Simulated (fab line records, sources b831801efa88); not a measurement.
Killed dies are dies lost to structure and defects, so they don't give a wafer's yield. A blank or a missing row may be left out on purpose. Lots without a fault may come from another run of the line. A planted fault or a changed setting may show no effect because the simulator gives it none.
Chamber matching | flow gf180mcu | GF_CONTACT_CMP_27 on cmp-02: 4 sister chambers
The step polishes, stops on SiO2, t overpolish 15 s, target thk 0 nm. 16 wafers are shown with their chamber, then 8 later ones without.

WAFERS WITH THEIR CHAMBER
wafer  | chamber | motor_current_A (A) | time_to_endpoint_s (s) | overpolish_run_s (s)
L951.2 | 0       | 11.3                | 67                     | 14.997
L951.3 | 1       | 9.7                 | 68                     | 15.020
L951.5 | 0       | 11.4                | 67                     | 15.004
L953.3 | 1       | 10.0                | 70                     | 14.996
L953.4 | 2       | 10.9                | 68                     | 14.996
L953.5 | 0       | 11.7                | 68                     | 14.988
L958.1 | 2       | 10.4                | 70                     | 15.000
L958.2 | 1       | 9.7                 | 70                     | 15.005
L958.4 | 3       | 12.4                | 69                     | 15.000
L960.4 | 0       | 10.9                | 67                     | 15.005
L960.5 | 0       | 11.4                | 67                     | 15.009
L960.6 | 3       | 12.6                | 66                     | 15.006
L961.2 | 0       | 11.8                | 63                     | 15.017
L961.4 | 3       | 12.9                | 64                     | 14.990
L961.6 | 2       | 10.5                | 67                     | 14.990
L962.2 | 3       | 11.9                | 68                     | 15.005

SIGNATURES (means of the wafers above)
reading            | chamber 0 | chamber 1 | chamber 2 | chamber 3 | scatter within a chamber
motor_current_A    | 11.417    | 9.800     | 10.600    | 12.450    | 0.321
time_to_endpoint_s | 66.50     | 69.33     | 68.33     | 66.75     | 1.77
overpolish_run_s   | 15.00333  | 15.00700  | 14.99533  | 15.00025  | 0.00914
Rule: a wafer's distance from a chamber is the root of the sum, over the readings, of the square of ((its reading less the chamber's mean) divided by the reading's scatter). The wafer belongs to the nearest chamber; if the next one is less than 2 further off, it can't be placed. The scatter: the root of (the sum of the squares of (reading less its chamber's mean) over the shown wafers, divided by (wafers less chambers)).

WAFERS WITHOUT THEIR CHAMBER
wafer  | motor_current_A (A) | time_to_endpoint_s (s) | overpolish_run_s (s)
L962.3 | 10.8                | 68                     | 15.014
L962.5 | 11.0                | 71                     | 14.998
L969.2 | 9.6                 | 69                     | 15.011
L969.3 | 10.6                | 68                     | 14.997
L969.4 | 12.6                | 67                     | 14.998
L972.1 | 12.6                | 70                     | 15.016
L972.5 | 11.0                | 72                     | 14.998
L972.6 | 11.5                | 69                     | 15.006

WHICH CHAMBER EACH WENT THROUGH
wafer  | from the rows above          | in truth
L962.3 | can't be placed: 2 or 0 or 1 | 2
L962.5 | can't be placed: 2 or 0 or 1 | 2
L969.2 | 1                            | 1
L969.3 | 2                            | 2
L969.4 | 3                            | 3
L972.1 | can't be placed: 3 or 0      | 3
L972.5 | can't be placed: 2 or 0 or 1 | 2
L972.6 | can't be placed: 0 or 2 or 3 | 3
Placed correctly: 3 of 8. Can't be placed from these rows: 5 (the true chamber is among the candidates in 5). Placed wrongly: 0.
